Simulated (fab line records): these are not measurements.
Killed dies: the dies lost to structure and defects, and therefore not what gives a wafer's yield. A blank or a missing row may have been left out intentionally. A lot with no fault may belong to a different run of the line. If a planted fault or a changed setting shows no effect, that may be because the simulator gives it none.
Comparing a struck lot with a sound one :: flow sky130 :: 15 out of 708 route steps
Sound: the wafers L186.1, L186.2, L186.4. Struck: wafers L173.1, L173.3, L173.5. Last of all comes the cause.
At each step with rows: each side's tool, then ch and its chambers, then its first start. Under that, the readings that differ: sound wafers :: struck wafers :: difference of the means :: sigmas: that difference in standard deviations of wafers without a fault.
alike: readings whose means differ by less than 2 such deviations, and words and numbers that are the same on both sides. not compared: withheld readings, readings that some wafer has no value for, bounds like >300 that may hide the same value, and numbers for which the record gives no deviation and whose values overlap.
A row with sigmas, a row that says differs or no value, or rows on one side alone: a step with any of these is where the two part. Non-overlapping numbers with no deviation appear without sigmas and do not part them. A reading missing from all wafers of one side parts the sides only when that side holds two or more wafers.

SKY_VIA3_ETCH_14: etches BARC in N2/H2, stops on SiO2, time 45.9 s, target depth 60 nm.
  sound on rie-diel-04 ch 1,2,3, day 45 03:55; struck on rie-diel-03 ch 0,3, day 42 01:58
  alike: drypump-motor-current-A, oes-product-au, throttle-valve-pct
  not compared: rf-hours-counter-h
SKY_VIA3_ETCH_15: etches SiO2 in C4F8/O2/Ar, stops on TiN, target depth 507 nm, time 78 s.
  sound on rie-diel-04 ch 1,2,3, day 45 03:57; struck on rie-diel-03 ch 0,3, day 42 02:00
  alike: oes-product-au
  not compared: rf-hours-counter-h
SKY_VIA3_STRIP_16: strips in O2/N2.
  sound on plasma-asher-04 ch 0,1, day 45 04:01; struck on plasma-asher-02 ch 0,1, day 42 02:04
  alike: drypump-motor-current-A, oes-product-au, strip-time-to-endpoint-s
  not compared: rf-hours-counter-h
then, 4 steps without rows for these wafers: SKY_VIA3_STRIP_17 (strips in post etch residue remover, time 1200 s); SKY_VIA3_CLEAN_18 (cleans in IPA, time 180 s); SKY_VIA3_CLEAN_19 (cleans in O3/DIW); SKY_VIA3_SPUTTER_20 (material TiN, target thk 20 nm, time 80 s).
SKY_VIA3_CVD_21: deposits W, target thk 390 nm, time 117.31 s.
  sound on cvd-w-01 ch 0,1, day 45 04:40; struck on cvd-w-02 ch 0,1, day 42 03:04
  alike: heater-power-outer-w, heater-power-w
SKY_VIA3_RS_MEAS_22: uses a four-point probe to measure.
  sound on film-metro-01 at day 45 04:47; struck on film-metro-02 at day 42 03:11
  alike: VIA3_W_RS
SKY_VIA3_THK_MEAS_23: measures by xrf.
  sound on film-metro-01 at day 45 04:55; struck on film-metro-02 at day 42 03:18
  alike: VIA3_W_THK
SKY_VIA3_CMP_24: polishes, stops on SiO2, t overpolish 20 s, target thk 0 nm.
  sound on cmp-02 ch 0,1,2, day 45 05:01; struck on cmp-02 ch 0,1,3, day 42 03:22
  alike: motor-current-A, overpolish-run-s, time-to-endpoint-s
then, 1 step without rows for these wafers: SKY_METAL4_SPUTTER_00 (material Ti, target thk 15 nm, time 10 s).
SKY_METAL4_SPUTTER_01: material TiN, target thk 20 nm, time 16.7 s.
  sound on pvd-sputter-03 at day 45 05:17; struck on pvd-sputter-03 at day 42 03:41
  no value came back on the struck wafers for cathode-dc-power-W (W), chamber-pressure-pa (Pa), throttle-valve-pct (%), time-s (s); on the sound wafers cathode-dc-power-W (W) reads 6498.7 6500.3 6502.3
then, 1 step without rows for these wafers: SKY_METAL4_SPUTTER_02 (material AlCu, target thk 735 nm, time 39.1 s).
-- the record jumps here: 6 days lie between the struck wafers' starts before and after (it left off in module METAL4 and takes up again in module PAD_OPEN, whose first step shown is number 708 of the route) --
SKY_PAD_OPEN_PROBE_99:
  sound on prober-02 at day 50 08:25; struck on prober-02 at day 47 20:20
reading: model.etest.met4.rs-ohm-sq
sound: 0.04178 0.04283 0.04227
struck: 0.04414 0.04432 0.04422
difference: +0.00193
sigmas: 
  alike: defect-limited-yield, killed_at_M0_to_M3, killed_at_M4_up, killed-at-contacts, killed-at-front-end, killed-at-other, killed-dies, killed-open, killed-short, sort_bin_3_pad_short, sort_bin_5_function, sort_bin_6_memory, sort-n-pass, sort-yield-pct
  not compared: model.etest.via3-chain.rc-ohm, model.etest.met4.line-ohm-um

## WHERE THEY PART
Only at SKY_METAL4_SPUTTER_01, within this record. Later steps at which nothing parts them and some readings are alike: SKY_PAD_OPEN_PROBE_99.

WHY: what had been put in by the simulator
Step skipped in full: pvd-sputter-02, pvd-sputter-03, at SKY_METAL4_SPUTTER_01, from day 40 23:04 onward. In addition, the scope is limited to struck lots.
